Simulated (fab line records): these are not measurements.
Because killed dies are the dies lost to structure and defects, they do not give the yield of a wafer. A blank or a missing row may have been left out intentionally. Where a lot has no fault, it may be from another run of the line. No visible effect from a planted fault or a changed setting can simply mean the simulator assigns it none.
Chamber matching + flow sky130 + 4 sister chambers for SKY_VIA1_CMP_24 on cmp-02
The step polishes, stops on SiO2, t overpolish 15 s, target thk 0 nm. 15 wafers are shown with their chamber, then 7 later ones without.

EACH WAFER AND ITS CHAMBER
| wafer  | chamber | motor current A (A) | overpolish run s (s) | time to endpoint s (s) |
|--------|---------|---------------------|----------------------|------------------------|
| L481.1 | 0       | 12.2                | 15.004               | 70.7                   |
| L481.4 | 3       | 12.0                | 14.980               | 65.1                   |
| L481.5 | 3       | 12.1                | 15.011               | 68.1                   |
| L480.2 | 0       | 12.1                | 15.010               | 65.1                   |
| L480.5 | 3       | 12.1                | 15.004               | 62.3                   |
| L480.6 | 2       | 10.5                | 14.987               | 67.3                   |
| L482.3 | 3       | 11.7                | 14.987               | 66.0                   |
| L482.5 | 1       | 11.0                | 14.991               | 67.3                   |
| L483.2 | 1       | 10.8                | 15.005               | 64.1                   |
| L483.6 | 2       | 11.0                | 14.996               | 65.3                   |
| L491.1 | 1       | 10.5                | 14.997               | 67.6                   |
| L491.2 | 2       | 11.2                | 14.993               | 65.0                   |
| L491.6 | 1       | 11.0                | 15.002               | 64.3                   |
| L493.1 | 2       | 11.0                | 15.000               | 67.2                   |
| L493.3 | 0       | 12.2                | 14.996               | 66.9                   |

SIGNATURES (averages over the wafers above)
| reading            | chamber 0 | chamber 1 | chamber 2 | chamber 3 | scatter within a chamber |
|--------------------|-----------|-----------|-----------|-----------|--------------------------|
| motor current A    | 12.167    | 10.825    | 10.925    | 11.975    | 0.223                    |
| overpolish run s   | 15.00333  | 14.99875  | 14.99400  | 14.99550  | 0.00918                  |
| time to endpoint s | 67.567    | 65.825    | 66.200    | 65.375    | 2.11                     |
Rule: a wafer lies at a distance from a chamber equal to the root of the sum of squares, over the readings, of (its reading less the chamber's mean, divided by the reading's scatter). The wafer belongs to the nearest chamber; if the next one is less than 2 further off, it can't be placed. How the scatter is found: for the shown wafers, subtract from each reading the mean of its chamber, square and add these, divide the total by (wafers less chambers), then take the root.

WAFERS WHOSE CHAMBER IS MISSING
| wafer  | motor current A (A) | overpolish run s (s) | time to endpoint s (s) |
|--------|---------------------|----------------------|------------------------|
| L493.5 | 11.3                | 14.990               | 67.5                   |
| L499.2 | 12.0                | 15.027               | 57.5                   |
| L499.3 | 10.7                | 14.996               | 61.4                   |
| L499.4 | 11.3                | 15.013               | 63.8                   |
| L502.1 | 10.9                | 15.015               | 67.9                   |
| L502.2 | 12.1                | 14.986               | 63.2                   |
| L502.4 | 11.7                | 14.992               | 64.2                   |

WHICH CHAMBER EACH WENT THROUGH
| wafer  | from the rows above               | in truth |
|--------|-----------------------------------|----------|
| L493.5 | can't be placed: 2 or 1 or 3      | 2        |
| L499.2 | can't be placed: 3 or 0           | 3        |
| L499.3 | can't be placed: 1 or 2           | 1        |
| L499.4 | can't be placed: 1 or 2 or 3 or 0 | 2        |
| L502.1 | can't be placed: 1 or 2           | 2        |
| L502.2 | can't be placed: 3 or 0           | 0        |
| L502.4 | can't be placed: 3 or 0           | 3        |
0 of 7 placed correctly. Cannot be placed on the basis of these rows: 7; the candidates contain the true chamber in 7. Placed wrongly: 0.
